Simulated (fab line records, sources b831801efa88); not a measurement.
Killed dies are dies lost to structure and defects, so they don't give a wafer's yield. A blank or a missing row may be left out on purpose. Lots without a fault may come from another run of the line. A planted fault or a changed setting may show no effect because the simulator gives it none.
Which tool did it? | flow gf180mcu | 13 lots, 39 wafers sampled, at 5 steps of a route of 602

WHAT THE GAUGES READ, wafer by wafer
GF_HV_LDD_RS_MEAS_53: measures by four-point-probe.
lot  | measured     | on            | HV_LDD_RS (ohm/sq)
L862 | day 12 10:13 | film_metro-03 | 418.4 418.0 418.1
L863 | day 12 13:53 | film_metro-02 | 417.6 418.3 417.4
L865 | day 13 05:11 | film_metro-02 | 418.1 417.5 417.7
L866 | day 13 13:19 | film_metro-03 | 419.1 417.9 420.8
L867 | day 14 03:29 | film_metro-04 | 420.6 420.0 419.8
L869 | day 14 19:02 | film_metro-03 | 416.9 417.8 417.9
L870 | day 15 04:50 | film_metro-04 | 419.2 418.8 418.7
L873 | day 15 22:44 | film_metro-04 | - - -
L875 | day 16 21:17 | film_metro-02 | - - -
L877 | day 17 13:29 | film_metro-02 | 418.6 417.5 418.4
L882 | day 18 17:25 | film_metro-03 | 417.6 417.4 418.5
L883 | day 19 03:32 | film_metro-03 | 419.1 418.6 418.7
L884 | day 19 15:05 | film_metro-02 | 418.7 418.3 418.5

GF_V2_THK_MEAS_03.
lot  | measured     | on            | V2_CVD_02_THK (nm)
L862 | day 19 05:32 | film_metro-02 | 843 851 850
L863 | day 19 09:33 | film_metro-03 | 840 840 854
L865 | day 20 03:53 | film_metro-03 | 851 846 865
L866 | day 20 14:19 | film_metro-02 | 848 849 854
L867 | day 21 06:32 | film_metro-03 | 847 853 848
L869 | day 21 23:10 | film_metro-03 | 850 845 854
L870 | day 22 10:37 | film_metro-02 | 850 844 862
L873 | day 23 04:59 | film_metro-03 | 849 842 858
L875 | day 24 04:11 | film_metro-02 | 852 860 862
L877 | day 24 21:26 | film_metro-03 | 832 858 844
L882 | day 25 22:26 | film_metro-04 | 826 835 840
L883 | day 26 05:31 | film_metro-04 | 854 848 861
L884 | day 26 16:42 | film_metro-02 | 834 843 841

GF_V4_CD_MEAS_14: target cd 260 nm.
lot  | measured     | on        | cd_nm (nm)
L862 | day 24 09:47 | cd_sem-02 | 261.7 260.6 260.9
L863 | day 24 14:54 | cd_sem-02 | 261.6 260.0 261.4
L865 | day 25 06:24 | cd_sem-02 | 260.0 260.9 260.2
L866 | day 25 16:05 | cd_sem-01 | 258.4 259.2 258.4
L867 | day 26 06:59 | cd_sem-01 | 261.1 260.5 260.1
L869 | day 26 20:27 | cd_sem-02 | 260.1 260.3 260.5
L870 | day 27 05:36 | cd_sem-01 | 259.1 258.6 259.0
L873 | day 27 22:03 | cd_sem-02 | 260.1 260.3 260.6
L875 | day 28 17:54 | cd_sem-02 | 256.5 258.5 256.5
L877 | day 29 08:59 | cd_sem-01 | 262.1 261.2 260.8
L882 | day 30 06:50 | cd_sem-01 | 260.1 259.9 259.2
L883 | day 30 12:49 | cd_sem-01 | 260.1 261.6 261.1
L884 | day 30 23:14 | cd_sem-01 | 260.3 259.5 260.2

WHICH TOOL RAN EACH LOT (tool, then ch and the chambers of the sampled wafers, then the start)
lot  | GF_VT_IMPLANT_STRIP_09               | GF_HV_LDD_IMPLANT_35
L862 | plasma_asher-04 ch 0,1, day 5 13:36  | implanter-03 ch 0, day 11 15:17
L863 | plasma_asher-03 ch 0,1, day 6 00:06  | implanter-02 ch 0, day 11 18:58
L865 | plasma_asher-03 ch 0,1, day 6 07:56  | implanter-02 ch 0, day 12 09:07
L866 | plasma_asher-03 ch 0,1, day 6 14:06  | implanter-03 ch 0, day 12 16:08
L867 | plasma_asher-02 ch 0,1, day 7 02:05  | implanter-03 ch 0, day 13 06:16
L869 | plasma_asher-04 ch 0,1, day 7 11:42  | implanter-03 ch 0, day 13 20:55
L870 | plasma_asher-04 ch 0,1, day 7 16:32  | implanter-02 ch 0, day 14 06:37
L873 | plasma_asher-03 ch 0,1, day 8 08:35  | implanter-03 ch 0, day 15 00:46
L875 | plasma_asher-04 ch 0,1, day 8 22:33  | implanter-03 ch 0, day 15 22:19
L877 | plasma_asher-04 ch 0,1, day 9 10:02  | implanter-02 ch 0, day 16 13:37
L882 | plasma_asher-04 ch 0,1, day 10 15:05 | implanter-02 ch 0, day 17 16:47
L883 | plasma_asher-03 ch 0,1, day 10 21:00 | implanter-02 ch 0, day 18 02:43
L884 | plasma_asher-03 ch 0,1, day 11 02:53 | implanter-02 ch 0, day 18 13:55
- GF_VT_IMPLANT_STRIP_09: strips in O2/N2.
- GF_HV_LDD_IMPLANT_35

WHAT THE TOOLS THEMSELVES READ (means of the sampled wafers that have a number; where no wafer has one, the mark that the record gives instead)
GF_VT_IMPLANT_STRIP_09.
lot  | tool            | drypump_motor_current_A (A) | heater_power_w (W) | n2_flow_sccm (sccm) | oes_product_au (a.u.) | strip_time_to_endpoint_s (s)
L862 | plasma_asher-04 | 5.8                         | 339                | 299.8               | 0.716                 | 12.68
L863 | plasma_asher-03 | 6.2                         | 326                | 299.7               | 0.723                 | 12.61
L865 | plasma_asher-03 | 6.2                         | 326                | 299.5               | 0.716                 | 12.58
L866 | plasma_asher-03 | 6.0                         | 331                | 299.6               | 0.713                 | 12.69
L867 | plasma_asher-02 | 5.7                         | 329                | 300.3               | 0.719                 | 12.66
L869 | plasma_asher-04 | 5.8                         | 338                | 300.8               | 0.716                 | 12.62
L870 | plasma_asher-04 | 5.8                         | 338                | 300.6               | 0.715                 | 12.67
L873 | plasma_asher-03 | 6.0                         | 330                | 300.2               | 0.723                 | 12.70
L875 | plasma_asher-04 | 5.8                         | 338                | 300.0               | 0.715                 | 12.66
L877 | plasma_asher-04 | 6.0                         | 363                | 300.1               | 0.715                 | 12.64
L882 | plasma_asher-04 | 6.0                         | 362                | 299.8               | 0.714                 | 12.61
L883 | plasma_asher-03 | 6.2                         | 327                | 300.5               | 0.718                 | 12.63
L884 | plasma_asher-03 | 6.2                         | 328                | 300.3               | 0.717                 | 12.62

GF_HV_LDD_IMPLANT_35.
lot  | tool         | beam_energy_keV | tilt_deg (degrees)
L862 | implanter-03 | 59.984          | 29.969
L863 | implanter-02 | 59.993          | 30.010
L865 | implanter-02 | 59.985          | 30.004
L866 | implanter-03 | 59.975          | 29.979
L867 | implanter-03 | 59.984          | 29.984
L869 | implanter-03 | 60.005          | 29.984
L870 | implanter-02 | 59.990          | 29.997
L873 | implanter-03 | 60.003          | 26.811
L875 | implanter-03 | 59.995          | 26.822
L877 | implanter-02 | 59.996          | 29.988
L882 | implanter-02 | 59.968          | 30.024
L883 | implanter-02 | 60.024          | 30.010
L884 | implanter-02 | 59.999          | 29.987

THE ANSWER, worked out from the rows above alone
Rule: what is usual is taken from the lots themselves. Put in order of their means at a reading, lots are off if they are a third of the lots or fewer, leave a main group of 4 or more, and stand apart from it by a gap of 3 or more times the standard deviation of the main group's means; of several such gaps the widest counts. A main group whose means are all the same, to the digits that the tables above print for the reading, isn't used. A lot without any number at a reading at which 4 lots or more have one is off too. The other lots that the step has rows for count as sound. The gauges are gone through in route order, then the tools' own readings, and for those a lot's mean is taken as printed above. The first step at which some lot is off is used, and at that step the reading that is off furthest; a lot without a number counts as furthest.
Off: L873, L875, at GF_HV_LDD_RS_MEAS_53 (HV_LDD_RS). Without a number there: L873, L875. The main group: mean 418.4 ohm/sq, standard deviation 0.75.
A tool fits if, at a process step before that reading, it ran every lot that is off, and no sound lot after the first of them. The gauges at GF_HV_LDD_RS_MEAS_53 aren't tried: what is off there is off at GF_HV_LDD_IMPLANT_35 too, on other tools, and a gauge's error can't cause that. One fits: implanter-03 at GF_HV_LDD_IMPLANT_35. Its last sound lot is L869 (day 13 20:55), its first lot that is off L873 (day 15 00:46): a fault that began between those two fits.
The tool's own readings at GF_HV_LDD_IMPLANT_35 bear it out: on the lots that are off they differ by more than 5 times the standard deviation of the sound lots' means. tilt_deg reads 26.816 degrees there against 29.994 degrees on the sound lots.

WHAT THE SIMULATOR HAD PUT IN
Process parameter drift: implanter-03, from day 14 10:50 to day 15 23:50, at GF_HV_LDD_IMPLANT_35. Setting tilt_deg, moved by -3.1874, from 30. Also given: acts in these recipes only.
Lots struck among those shown: L873, L875. The rule above found the same.
